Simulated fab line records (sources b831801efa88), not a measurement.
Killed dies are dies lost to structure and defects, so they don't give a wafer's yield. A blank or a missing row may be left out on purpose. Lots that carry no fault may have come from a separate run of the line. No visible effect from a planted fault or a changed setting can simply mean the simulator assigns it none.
A lot that was struck, set against a sound lot || flow sfq_line || 13 out of 325 route steps
Sound: these wafers, L279.2, L279.5, L279.6. Struck: wafer L287.5 (left out: L287.1, L287.3 of the same lot, which were not struck); the cause appears at the end.
At each step with rows: each side's tool, then ch and its chambers, then its first start. Under that, the readings that differ: sound wafers || struck wafers || difference of the means || sigmas: that difference in standard deviations of wafers without a fault.
alike: a reading whose means differ by less than 2 such deviations, as well as words and numbers matching on both sides. not compared: withheld readings; readings where some wafer has no value; bounds like >300 that might hide an equal value; numbers whose values overlap and for which the record gives no deviation.
The two part at a step that has a row with sigmas, a row that says differs or no value, or rows on one side only. Non-overlapping numbers with no deviation appear without sigmas and do not part them. Lack of a reading on every wafer of one side parts them only where that side has two or more wafers.

first, 1 step without rows for these wafers: SFQ_TRILAYER_M4_DEP_PRE_CLEAN_092 (time 22.5 s).
SFQ_TRILAYER_M4_DEP_SPUTTER_091: material Nb, target thk 200 nm, time 133.3 s.
  sound: pvd_sputter-04 at day 37 14:09; struck: pvd_sputter-04 at day 46 12:58
  alike: throttle_valve_pct
SFQ_M4_RS_MEAS_924: the measuring method here is four-point-probe.
  sound: film_metro-01 at day 37 14:16; struck: film_metro-01 at day 46 13:03
  alike: M4_NB_RS
then, 6 steps without rows for these wafers: SFQ_TRILAYER_M4_LITHO_COAT_098 (resist thk 62 nm); SFQ_TRILAYER_M4_LITHO_COAT_093 (resist thk 600 nm); SFQ_TRILAYER_M4_LITHO_SOFTBAKE_097; SFQ_TRILAYER_M4_LITHO_EXPOSE_094 (exposes mask M4, target cd 500 nm); SFQ_TRILAYER_M4_LITHO_PEB_096 (peb time 60 s); SFQ_TRILAYER_M4_LITHO_DEVELOP_095 (time 60 s).
SFQ_M4_OVL_MEAS_926:
  sound: overlay-01 at day 42 11:56; struck: overlay-02 at day 46 22:52
  alike: M4_OVL
SFQ_TRILAYER_M4_BARC_OPEN_METAL_ETCH_123: etches BARC in O2, target depth 125 nm, time 41.7 s.
  sound on rie_metal-04 ch 0,1, day 42 11:58; struck on rie_metal-04 ch 0, day 46 22:55
  alike: drypump_motor_current_A, oes_product_au, rf_fwd_power_W
  not compared: rf_hours_counter_h
SFQ_TRILAYER_M4_ETCH_METAL_ETCH_096: etches Nb in Cl2/Ar, stops on SiO2, target depth 240 nm, time 120 s.
  sound on rie_metal-04 ch 0,1, day 42 12:02; struck on rie_metal-04 ch 0, day 46 22:58
{"reading": "model.KrF_of_TRILAYER_M4_LITHO_COAT_093.thk_nm (nm)", "sound": "384.6 385 382.7", "struck": 329.8, "difference": -54.3, "sigmas": ""}
{"reading": "model.M4.feature_depth_nm (nm)", "sound": "200.1 203.5 202.8", "struck": 209.1, "difference": "+7.0", "sigmas": ""}
{"reading": "model.SiO2_of_TRILAYER_I3_DEP_PECVD_081.thk_nm (nm)", "sound": "191.6 193 193.4", "struck": 181.8, "difference": -10.9, "sigmas": ""}
  alike: drypump_motor_current_A, oes_product_au, rf_fwd_power_W
  not compared: rf_hours_counter_h
SFQ_TRILAYER_M4_STRIP_STRIP_097: strips in O2.
  sound on rie_metal-04 ch 0,1, day 42 12:09; struck on rie_metal-04 ch 0, day 46 23:05
  alike: drypump_motor_current_A, oes_product_au
  not compared: rf_hours_counter_h

WHERE THEY PART
Nowhere in this record.

WHY: what had been put in by the simulator
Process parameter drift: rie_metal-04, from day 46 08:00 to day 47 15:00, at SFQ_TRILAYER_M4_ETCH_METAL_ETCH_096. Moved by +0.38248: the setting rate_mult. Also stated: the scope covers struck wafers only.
